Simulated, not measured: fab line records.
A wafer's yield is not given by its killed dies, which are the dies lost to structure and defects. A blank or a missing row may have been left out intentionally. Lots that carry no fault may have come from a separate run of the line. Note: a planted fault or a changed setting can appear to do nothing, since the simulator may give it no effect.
Problem report, 8D (eight disciplines) form, completed by code :: flow sky130 :: the parts of the form that need people (team, actions taken, sign-off) are left out

1. WHAT WENT WRONG
Mean of bias w at SKY_FIELD_ISO_ETCH_14: 83.2 W across 6 wafers in 2 lots; on wafers with no fault it is 100.0 W (standard deviation 0.33). That is -51 standard deviations from the usual mean.
The step: etches BARC in N2/H2, stops on SiO2, time 45.9 s, target depth 60 nm.
First seen on wafer L551.2, day 4 18:46, on rie diel-04. The record has a number at this step for 42 wafers belonging to 14 lots. The rule behind "out" and "out of limits": a value lying over 4 standard deviations away from the usual mean. The other wafers with a number count as sound.

2. WHAT IT IS, WHAT IT ISN'T
question: which readings at this step
is: bias w
is not: drypump motor current A, oes product au

question: which lots
is: L551, L553
is not: L539, L540, L541, L542, L543, L544, L545, L546, L547, L559, L560, L562

question: which wafers of those lots
is: all that have a number
is not: -

question: read on which tools
is: rie diel-04
is not: rie diel-01, rie diel-02

question: when
is: from day 4 18:46
is not: up to then (27 sound wafers); but 9 sound wafers of L559, L560, L562 came after

3. THE SUSPECTS, EACH WITH WHAT RULES IT OUT
Counting: a tool at a process step up to the reading stays a suspect if it ran every lot that is out and no sound lot after the first of them.
- rie diel-04 at SKY_FIELD_ISO_ETCH_14 (etches BARC in N2/H2, stops on SiO2, time 45.9 s, target depth 60 nm): kept. It processed each lot that is out, first L551 at day 4 18:46, and no sound lot thereafter; up to then, the last sound lot it processed was L547 at day 3 21:13. On those wafers its own readings are out: bias w.
Left after counting: rie diel-04 at SKY_FIELD_ISO_ETCH_14.

4. THE CAUSE (what the simulator had put in)
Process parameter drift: rie diel-04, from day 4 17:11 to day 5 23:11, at SKY_FIELD_ISO_ETCH_14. A move of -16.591 in setting bias w, from 100. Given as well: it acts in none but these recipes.
The count eliminated every tool but this one.

5. THE EFFECT CHAIN, in route order
Rows list readings where the struck wafers' mean (over those with a number) sits beyond 3 standard deviations from the usual. Scope: only readings with a usual standard deviation given in the record; hours: median across lots of the time from each lot's start at the first step in this table that gives one to its start at this step; sigmas: change in usual standard deviations.
hours: 0
step: SKY_FIELD_ISO_ETCH_14
reading: bias w
usual: 100.0 W
on struck wafers: 83.2
change: -16.8
sigmas: -51
Process steps it contains:
- SKY_FIELD_ISO_ETCH_14: etches BARC in N2/H2, stops on SiO2, time 45.9 s, target depth 60 nm.

6. HOW IT WOULD HAVE BEEN CAUGHT EARLIER
The fault began at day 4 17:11; the first out-of-limits reading in this record came at day 4 18:46, 2 hours later.
